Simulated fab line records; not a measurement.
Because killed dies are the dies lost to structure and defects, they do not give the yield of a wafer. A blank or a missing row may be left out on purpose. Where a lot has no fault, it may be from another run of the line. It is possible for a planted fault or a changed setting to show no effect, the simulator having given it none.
Which tool did it? || flow sfq-line || Sampling: 14 lots, 42 wafers, 3 of 325 route steps

WHAT THE GAUGES SHOWED, per wafer
Not one reading of a measure or inspect step in the record can be checked against a usual standard deviation.

WHAT TOOL EACH LOT RAN ON (gives the tool, then ch and the chambers of the sampled wafers, and finally the start)
{"lot": "L138", "SFQ_TRILAYER_JJ_TRILAYER_DEP_SPUTTER_109": "pvd-sputter-05, day 50 09:32", "SFQ_TRILAYER_M5_ETCH_METAL_ETCH_126": "rie-metal-03 ch 0,1, day 51 03:38", "SFQ_TRILAYER_R5_LITHO_EXPOSE_137": "krf-scanner-01 ch 0, day 57 03:59"}
{"lot": "L139", "SFQ_TRILAYER_JJ_TRILAYER_DEP_SPUTTER_109": "pvd-sputter-03, day 50 14:20", "SFQ_TRILAYER_M5_ETCH_METAL_ETCH_126": "rie-metal-01 ch 0,1, day 51 04:50", "SFQ_TRILAYER_R5_LITHO_EXPOSE_137": "krf-scanner-01 ch 0, day 57 06:35"}
{"lot": "L141", "SFQ_TRILAYER_JJ_TRILAYER_DEP_SPUTTER_109": "pvd-sputter-03, day 50 18:49", "SFQ_TRILAYER_M5_ETCH_METAL_ETCH_126": "rie-metal-01 ch 0,1, day 51 17:38", "SFQ_TRILAYER_R5_LITHO_EXPOSE_137": "krf-scanner-02 ch 0, day 57 12:16"}
{"lot": "L142", "SFQ_TRILAYER_JJ_TRILAYER_DEP_SPUTTER_109": "pvd-sputter-03, day 52 17:38", "SFQ_TRILAYER_M5_ETCH_METAL_ETCH_126": "rie-metal-04 ch 0,1, day 58 08:52", "SFQ_TRILAYER_R5_LITHO_EXPOSE_137": "krf-scanner-01 ch 0, day 63 10:27"}
{"lot": "L148", "SFQ_TRILAYER_JJ_TRILAYER_DEP_SPUTTER_109": "pvd-sputter-06, day 53 21:23", "SFQ_TRILAYER_M5_ETCH_METAL_ETCH_126": "rie-metal-04 ch 0,1, day 59 06:32", "SFQ_TRILAYER_R5_LITHO_EXPOSE_137": "krf-scanner-01, day 64 03:27"}
{"lot": "L149", "SFQ_TRILAYER_JJ_TRILAYER_DEP_SPUTTER_109": "pvd-sputter-05, day 54 04:20", "SFQ_TRILAYER_M5_ETCH_METAL_ETCH_126": "rie-metal-04 ch 0,1, day 59 15:03", "SFQ_TRILAYER_R5_LITHO_EXPOSE_137": "krf-scanner-01, day 64 09:27"}
{"lot": "L153", "SFQ_TRILAYER_JJ_TRILAYER_DEP_SPUTTER_109": "pvd-sputter-05, day 54 17:58", "SFQ_TRILAYER_M5_ETCH_METAL_ETCH_126": "rie-metal-01 ch 0,1, day 60 01:47", "SFQ_TRILAYER_R5_LITHO_EXPOSE_137": "krf-scanner-02 ch 0, day 64 22:22"}
{"lot": "L154", "SFQ_TRILAYER_JJ_TRILAYER_DEP_SPUTTER_109": "pvd-sputter-06, day 54 20:22", "SFQ_TRILAYER_M5_ETCH_METAL_ETCH_126": "rie-metal-04 ch 0,1, day 60 03:03", "SFQ_TRILAYER_R5_LITHO_EXPOSE_137": "krf-scanner-02 ch 0, day 64 23:58"}
{"lot": "L155", "SFQ_TRILAYER_JJ_TRILAYER_DEP_SPUTTER_109": "pvd-sputter-06, day 55 04:19", "SFQ_TRILAYER_M5_ETCH_METAL_ETCH_126": "rie-metal-04 ch 0,1, day 60 07:47", "SFQ_TRILAYER_R5_LITHO_EXPOSE_137": "krf-scanner-02 ch 0, day 65 02:10"}
{"lot": "L156", "SFQ_TRILAYER_JJ_TRILAYER_DEP_SPUTTER_109": "pvd-sputter-05, day 55 07:18", "SFQ_TRILAYER_M5_ETCH_METAL_ETCH_126": "rie-metal-03 ch 0,1, day 60 09:03", "SFQ_TRILAYER_R5_LITHO_EXPOSE_137": "krf-scanner-02 ch 0, day 65 04:58"}
{"lot": "L157", "SFQ_TRILAYER_JJ_TRILAYER_DEP_SPUTTER_109": "pvd-sputter-06, day 55 10:54", "SFQ_TRILAYER_M5_ETCH_METAL_ETCH_126": "rie-metal-03 ch 0,1, day 60 18:35", "SFQ_TRILAYER_R5_LITHO_EXPOSE_137": "krf-scanner-02 ch 0, day 65 16:22"}
{"lot": "L158", "SFQ_TRILAYER_JJ_TRILAYER_DEP_SPUTTER_109": "pvd-sputter-06, day 55 22:05", "SFQ_TRILAYER_M5_ETCH_METAL_ETCH_126": "rie-metal-04 ch 1, day 61 03:14", "SFQ_TRILAYER_R5_LITHO_EXPOSE_137": "krf-scanner-02 ch 0, day 65 21:22"}
{"lot": "L159", "SFQ_TRILAYER_JJ_TRILAYER_DEP_SPUTTER_109": "pvd-sputter-05, day 55 23:53", "SFQ_TRILAYER_M5_ETCH_METAL_ETCH_126": "rie-metal-03 ch 0,1, day 61 04:19", "SFQ_TRILAYER_R5_LITHO_EXPOSE_137": "krf-scanner-02 ch 0, day 65 22:22"}
{"lot": "L161", "SFQ_TRILAYER_JJ_TRILAYER_DEP_SPUTTER_109": "pvd-sputter-05, day 56 08:17", "SFQ_TRILAYER_M5_ETCH_METAL_ETCH_126": "rie-metal-04 ch 1, day 61 09:10", "SFQ_TRILAYER_R5_LITHO_EXPOSE_137": "krf-scanner-02 ch 0, day 66 03:10"}
- SFQ_TRILAYER_JJ_TRILAYER_DEP_SPUTTER_109: material Nb, target thk 150 nm, time 100 s.
- SFQ_TRILAYER_M5_ETCH_METAL_ETCH_126: etches Nb in Cl2/BCl3, stops on SiO2, time 203.2 s, target depth 265 nm.
- SFQ_TRILAYER_R5_LITHO_EXPOSE_137: exposes mask R5, target cd 500 nm.

WHAT THE TOOLS THEMSELVES READ (means of the sampled wafers that have a number; where no wafer has one, the mark that the record gives instead)
SFQ_TRILAYER_JJ_TRILAYER_DEP_SPUTTER_109. Usual: base-pressure-pa 1.32e-06 Pa, standard deviation 9.6e-08; cathode-dc-power-W 2000.0 W, standard deviation 0.31; throttle-valve-pct 30.0 %, standard deviation 1.2.
{"lot": "L138", "tool": "pvd-sputter-05", "base-pressure-pa (Pa)": 1.33e-06, "cathode-dc-power-W (W)": 2000.1, "throttle-valve-pct (%)": 30.1, "flag": ""}
{"lot": "L139", "tool": "pvd-sputter-03", "base-pressure-pa (Pa)": 1.31e-06, "cathode-dc-power-W (W)": 2000.2, "throttle-valve-pct (%)": 30.4, "flag": ""}
{"lot": "L141", "tool": "pvd-sputter-03", "base-pressure-pa (Pa)": 1.33e-06, "cathode-dc-power-W (W)": 2000.1, "throttle-valve-pct (%)": 29.6, "flag": ""}
{"lot": "L142", "tool": "pvd-sputter-03", "base-pressure-pa (Pa)": 1.30e-06, "cathode-dc-power-W (W)": 1999.9, "throttle-valve-pct (%)": 31.3, "flag": ""}
{"lot": "L148", "tool": "pvd-sputter-06", "base-pressure-pa (Pa)": "-", "cathode-dc-power-W (W)": "-", "throttle-valve-pct (%)": "-", "flag": "OFF"}
{"lot": "L149", "tool": "pvd-sputter-05", "base-pressure-pa (Pa)": "-", "cathode-dc-power-W (W)": "-", "throttle-valve-pct (%)": "-", "flag": "OFF"}
{"lot": "L153", "tool": "pvd-sputter-05", "base-pressure-pa (Pa)": 1.28e-06, "cathode-dc-power-W (W)": 1999.9, "throttle-valve-pct (%)": 29.9, "flag": ""}
{"lot": "L154", "tool": "pvd-sputter-06", "base-pressure-pa (Pa)": 1.45e-06, "cathode-dc-power-W (W)": 2000.0, "throttle-valve-pct (%)": 29.0, "flag": ""}
{"lot": "L155", "tool": "pvd-sputter-06", "base-pressure-pa (Pa)": 1.30e-06, "cathode-dc-power-W (W)": 2000.0, "throttle-valve-pct (%)": 30.0, "flag": ""}
{"lot": "L156", "tool": "pvd-sputter-05", "base-pressure-pa (Pa)": 1.36e-06, "cathode-dc-power-W (W)": 1999.9, "throttle-valve-pct (%)": 30.0, "flag": ""}
{"lot": "L157", "tool": "pvd-sputter-06", "base-pressure-pa (Pa)": 1.36e-06, "cathode-dc-power-W (W)": 2000.0, "throttle-valve-pct (%)": 29.9, "flag": ""}
{"lot": "L158", "tool": "pvd-sputter-06", "base-pressure-pa (Pa)": 1.31e-06, "cathode-dc-power-W (W)": 2000.2, "throttle-valve-pct (%)": 30.8, "flag": ""}
{"lot": "L159", "tool": "pvd-sputter-05", "base-pressure-pa (Pa)": 1.24e-06, "cathode-dc-power-W (W)": 2000.1, "throttle-valve-pct (%)": 30.7, "flag": ""}
{"lot": "L161", "tool": "pvd-sputter-05", "base-pressure-pa (Pa)": 1.30e-06, "cathode-dc-power-W (W)": 2000.1, "throttle-valve-pct (%)": 30.0, "flag": ""}

SFQ_TRILAYER_M5_ETCH_METAL_ETCH_126. Usual: chamber-pressure-mTorr 10.000 mTorr, standard deviation 0.0097; drypump-motor-current-A 5.7 A, standard deviation 0.34; oes-product-au 0.730 a.u., standard deviation 0.0056.
{"lot": "L138", "tool": "rie-metal-03", "chamber-pressure-mTorr (mTorr)": 10.002, "drypump-motor-current-A (A)": 5.4, "oes-product-au (a.u.)": 0.731, "flag": ""}
{"lot": "L139", "tool": "rie-metal-01", "chamber-pressure-mTorr (mTorr)": 10.000, "drypump-motor-current-A (A)": 6.0, "oes-product-au (a.u.)": 0.725, "flag": ""}
{"lot": "L141", "tool": "rie-metal-01", "chamber-pressure-mTorr (mTorr)": 10.008, "drypump-motor-current-A (A)": 6.1, "oes-product-au (a.u.)": 0.728, "flag": ""}
{"lot": "L142", "tool": "rie-metal-04", "chamber-pressure-mTorr (mTorr)": 9.993, "drypump-motor-current-A (A)": 5.7, "oes-product-au (a.u.)": 0.729, "flag": ""}
{"lot": "L148", "tool": "rie-metal-04", "chamber-pressure-mTorr (mTorr)": 10.001, "drypump-motor-current-A (A)": 5.6, "oes-product-au (a.u.)": 0.375, "flag": "OFF"}
{"lot": "L149", "tool": "rie-metal-04", "chamber-pressure-mTorr (mTorr)": 10.002, "drypump-motor-current-A (A)": 5.7, "oes-product-au (a.u.)": 0.375, "flag": "OFF"}
{"lot": "L153", "tool": "rie-metal-01", "chamber-pressure-mTorr (mTorr)": 10.000, "drypump-motor-current-A (A)": 6.0, "oes-product-au (a.u.)": 0.734, "flag": ""}
{"lot": "L154", "tool": "rie-metal-04", "chamber-pressure-mTorr (mTorr)": 9.999, "drypump-motor-current-A (A)": 5.7, "oes-product-au (a.u.)": 0.732, "flag": ""}
{"lot": "L155", "tool": "rie-metal-04", "chamber-pressure-mTorr (mTorr)": 10.003, "drypump-motor-current-A (A)": 5.7, "oes-product-au (a.u.)": 0.725, "flag": ""}
{"lot": "L156", "tool": "rie-metal-03", "chamber-pressure-mTorr (mTorr)": 9.988, "drypump-motor-current-A (A)": 5.4, "oes-product-au (a.u.)": 0.729, "flag": ""}
{"lot": "L157", "tool": "rie-metal-03", "chamber-pressure-mTorr (mTorr)": 10.001, "drypump-motor-current-A (A)": 5.7, "oes-product-au (a.u.)": 0.735, "flag": ""}
{"lot": "L158", "tool": "rie-metal-04", "chamber-pressure-mTorr (mTorr)": 9.991, "drypump-motor-current-A (A)": 5.5, "oes-product-au (a.u.)": 0.736, "flag": ""}
{"lot": "L159", "tool": "rie-metal-03", "chamber-pressure-mTorr (mTorr)": 10.009, "drypump-motor-current-A (A)": 5.4, "oes-product-au (a.u.)": 0.731, "flag": ""}
{"lot": "L161", "tool": "rie-metal-04", "chamber-pressure-mTorr (mTorr)": 10.006, "drypump-motor-current-A (A)": 5.5, "oes-product-au (a.u.)": 0.737, "flag": ""}

SFQ_TRILAYER_R5_LITHO_EXPOSE_137. Usual: exposure-dose-mJ-cm2 14.399, standard deviation 0.016; focus-offset-nm 0.0 nm, standard deviation 0.57.
{"lot": "L138", "tool": "krf-scanner-01", "exposure-dose-mJ-cm2": 14.421, "focus-offset-nm (nm)": -0.3, "flag": ""}
{"lot": "L139", "tool": "krf-scanner-01", "exposure-dose-mJ-cm2": 14.419, "focus-offset-nm (nm)": -0.5, "flag": ""}
{"lot": "L141", "tool": "krf-scanner-02", "exposure-dose-mJ-cm2": 14.393, "focus-offset-nm (nm)": -0.3, "flag": ""}
{"lot": "L142", "tool": "krf-scanner-01", "exposure-dose-mJ-cm2": 14.399, "focus-offset-nm (nm)": -0.1, "flag": ""}
{"lot": "L148", "tool": "krf-scanner-01", "exposure-dose-mJ-cm2": "-", "focus-offset-nm (nm)": "-", "flag": "OFF"}
{"lot": "L149", "tool": "krf-scanner-01", "exposure-dose-mJ-cm2": "-", "focus-offset-nm (nm)": "-", "flag": "OFF"}
{"lot": "L153", "tool": "krf-scanner-02", "exposure-dose-mJ-cm2": 14.394, "focus-offset-nm (nm)": 0.1, "flag": ""}
{"lot": "L154", "tool": "krf-scanner-02", "exposure-dose-mJ-cm2": 14.405, "focus-offset-nm (nm)": 0.1, "flag": ""}
{"lot": "L155", "tool": "krf-scanner-02", "exposure-dose-mJ-cm2": 14.386, "focus-offset-nm (nm)": -0.5, "flag": ""}
{"lot": "L156", "tool": "krf-scanner-02", "exposure-dose-mJ-cm2": 14.410, "focus-offset-nm (nm)": 0.2, "flag": ""}
{"lot": "L157", "tool": "krf-scanner-02", "exposure-dose-mJ-cm2": 14.400, "focus-offset-nm (nm)": -0.4, "flag": ""}
{"lot": "L158", "tool": "krf-scanner-02", "exposure-dose-mJ-cm2": 14.390, "focus-offset-nm (nm)": 0.3, "flag": ""}
{"lot": "L159", "tool": "krf-scanner-02", "exposure-dose-mJ-cm2": 14.387, "focus-offset-nm (nm)": -0.5, "flag": ""}
{"lot": "L161", "tool": "krf-scanner-02", "exposure-dose-mJ-cm2": 14.374, "focus-offset-nm (nm)": 0.3, "flag": ""}

THE ANSWER, worked out from the rows above alone
Rule: a lot counts as off when the mean over its wafers that have a number is more than 3 standard deviations away from the usual mean. Also off: a lot with no number at a reading for which 4 or more lots have one. Where the step has rows for the other lots, those lots are counted as sound. After the gauges, taken in route order, come the tools' own readings; for these a lot's mean is taken, as printed above. At the first step where some lot is off, the reading lying furthest off is the one used; lots without a number count as furthest.
Off: L148, L149, at SFQ_TRILAYER_JJ_TRILAYER_DEP_SPUTTER_109 (base-pressure-pa). Without a number there: L148, L149.
A tool fits if, at that step or a process step before it, it ran every lot that is off, and no sound lot after the first of them. None of those tried fits.

WHAT THE SIMULATOR PUT IN
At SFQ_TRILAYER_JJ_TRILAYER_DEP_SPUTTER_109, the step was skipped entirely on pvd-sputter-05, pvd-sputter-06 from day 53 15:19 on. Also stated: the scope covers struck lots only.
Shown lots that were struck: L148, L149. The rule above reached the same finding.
